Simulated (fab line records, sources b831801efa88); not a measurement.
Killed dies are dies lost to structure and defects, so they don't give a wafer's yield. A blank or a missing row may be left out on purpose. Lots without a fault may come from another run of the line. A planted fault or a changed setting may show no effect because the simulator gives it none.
Which tool did it? | flow gf180mcu | 13 lots, 39 wafers sampled, at 4 steps of a route of 602

WHAT THE GAUGES READ, wafer by wafer
GF_TOP_METAL_OVL_MEAS_15.
lot  | measured     | on         | TOP_METAL_OVL (nm)
L585 | day 28 05:54 | overlay-01 | 0.2 -1.6 -0.8
L586 | day 28 10:58 | overlay-01 | -2.6 -1.9 -1.8
L587 | day 29 04:48 | overlay-01 | 3.2 3.4 3.0
L590 | day 29 17:22 | overlay-02 | 0.5 -0.6 1.0
L594 | day 31 02:02 | overlay-01 | 1.6 0.3 -0.6
L599 | day 32 11:06 | overlay-01 | 1.2 1.9 0.2
L600 | day 32 12:30 | overlay-01 | 1.1 0.5 1.7
L601 | day 32 19:04 | overlay-01 | -0.1 -1.3 -0.9
L603 | day 33 05:36 | overlay-02 | 4.4 4.0 3.3
L604 | day 33 19:43 | overlay-02 | 0.0 1.7 0.1
L605 | day 33 19:21 | overlay-02 | 1.6 -0.8 0.2
L606 | day 34 03:57 | overlay-02 | -2.0 -1.7 -2.4
L608 | day 34 08:19 | overlay-02 | 3.6 3.1 3.8

GF_PASSIVATION_BOW_MEAS_14.
lot  | measured     | on            | PASSIVATION_BOW (um)
L585 | day 29 05:52 | film_metro-04 | 129 128 126
L586 | day 29 08:12 | film_metro-04 | 126 111 126
L587 | day 30 02:22 | film_metro-04 | 130 142 139
L590 | day 30 15:08 | film_metro-04 | 138 156 152
L594 | day 31 22:35 | film_metro-04 | 137 148 155
L599 | day 33 06:21 | film_metro-02 | 143 130 142
L600 | day 33 07:51 | film_metro-02 | 132 139 137
L601 | day 33 14:06 | film_metro-04 | 133 159 140
L603 | day 33 23:15 | film_metro-04 | 145 145 141
L604 | day 34 13:46 | film_metro-04 | 146 145 156
L605 | day 34 13:22 | film_metro-02 | 144 151 145
L606 | day 34 21:03 | film_metro-04 | 148 146 154
L608 | day 35 01:49 | film_metro-02 | 135 133 124

WHICH TOOL RAN EACH LOT (tool, then ch and the chambers of the sampled wafers, then the start)
lot  | GF_CONTACT_CVD_02               | GF_TOP_METAL_SPUTTER_03
L585 | pecvd-03 ch 0,1, day 15 07:55   | pvd_sputter-01, day 27 10:09
L586 | pecvd-03 ch 0,1,2, day 15 12:07 | pvd_sputter-01, day 27 14:51
L587 | pecvd-01 ch 1,2, day 16 05:04   | pvd_sputter-01, day 28 09:38
L590 | pecvd-03 ch 0,1,2, day 17 01:46 | pvd_sputter-02, day 28 22:14
L594 | pecvd-02 ch 0,1, day 18 14:28   | pvd_sputter-04, day 30 08:03
L599 | pecvd-03 ch 0,1,2, day 20 14:19 | pvd_sputter-02, day 31 19:01
L600 | pecvd-01 ch 0,1,2, day 20 16:14 | pvd_sputter-04, day 31 19:44
L601 | pecvd-03 ch 0,1, day 21 02:11   | pvd_sputter-02, day 32 02:38
L603 | pecvd-01 ch 0,1,2, day 21 15:10 | pvd_sputter-04, day 32 13:06
L604 | pecvd-03 ch 0,1,2, day 22 04:31 | pvd_sputter-02, day 33 03:59
L605 | pecvd-02 ch 0,1, day 22 13:31   | pvd_sputter-01, day 33 03:17
L606 | pecvd-02 ch 0,1,2, day 23 00:22 | pvd_sputter-02, day 33 11:55
L608 | pecvd-02 ch 0,1,2, day 23 07:49 | pvd_sputter-01, day 33 17:02
- GF_CONTACT_CVD_02: deposits SiO2 from TEOS, target thk 860 nm, time 95.992 s.
- GF_TOP_METAL_SPUTTER_03: material Ti, target thk 5 nm, time 3.3 s.

WHAT THE TOOLS THEMSELVES READ (means of the sampled wafers that have a number; where no wafer has one, the mark that the record gives instead)
GF_CONTACT_CVD_02.
lot  | tool     | heater_power_outer_w (W) | heater_power_w (W)
L585 | pecvd-03 | 403                      | 686
L586 | pecvd-03 | 401                      | 718
L587 | pecvd-01 | 394                      | 624
L590 | pecvd-03 | 361                      | 655
L594 | pecvd-02 | 388                      | 617
L599 | pecvd-03 | 362                      | 659
L600 | pecvd-01 | 414                      | 695
L601 | pecvd-03 | 394                      | 688
L603 | pecvd-01 | 436                      | 718
L604 | pecvd-03 | 390                      | 688
L605 | pecvd-02 | 383                      | 611
L606 | pecvd-02 | 414                      | 670
L608 | pecvd-02 | 351                      | 588

GF_TOP_METAL_SPUTTER_03.
lot  | tool           | throttle_valve_pct (%)
L585 | pvd_sputter-01 | 28.9
L586 | pvd_sputter-01 | 29.0
L587 | pvd_sputter-01 | 28.3
L590 | pvd_sputter-02 | 30.8
L594 | pvd_sputter-04 | 30.9
L599 | pvd_sputter-02 | 30.9
L600 | pvd_sputter-04 | 30.8
L601 | pvd_sputter-02 | 30.7
L603 | pvd_sputter-04 | 30.6
L604 | pvd_sputter-02 | 30.9
L605 | pvd_sputter-01 | 28.7
L606 | pvd_sputter-02 | 30.8
L608 | pvd_sputter-01 | 28.9

THE ANSWER, worked out from the rows above alone
Rule: what is usual is taken from the lots themselves. Put in order of their means at a reading, lots are off if they are a third of the lots or fewer, leave a main group of 4 or more, and stand apart from it by a gap of 3 or more times the standard deviation of the main group's means; of several such gaps the widest counts. A main group whose means are all the same, to the digits that the tables above print for the reading, isn't used. A lot without any number at a reading at which 4 lots or more have one is off too. The other lots that the step has rows for count as sound. The gauges are gone through in route order, then the tools' own readings, and for those a lot's mean is taken as printed above. The first step at which some lot is off is used, and at that step the reading that is off furthest; a lot without a number counts as furthest.
No lot is off at any reading shown: from this, nothing can be told.

WHAT THE SIMULATOR HAD PUT IN
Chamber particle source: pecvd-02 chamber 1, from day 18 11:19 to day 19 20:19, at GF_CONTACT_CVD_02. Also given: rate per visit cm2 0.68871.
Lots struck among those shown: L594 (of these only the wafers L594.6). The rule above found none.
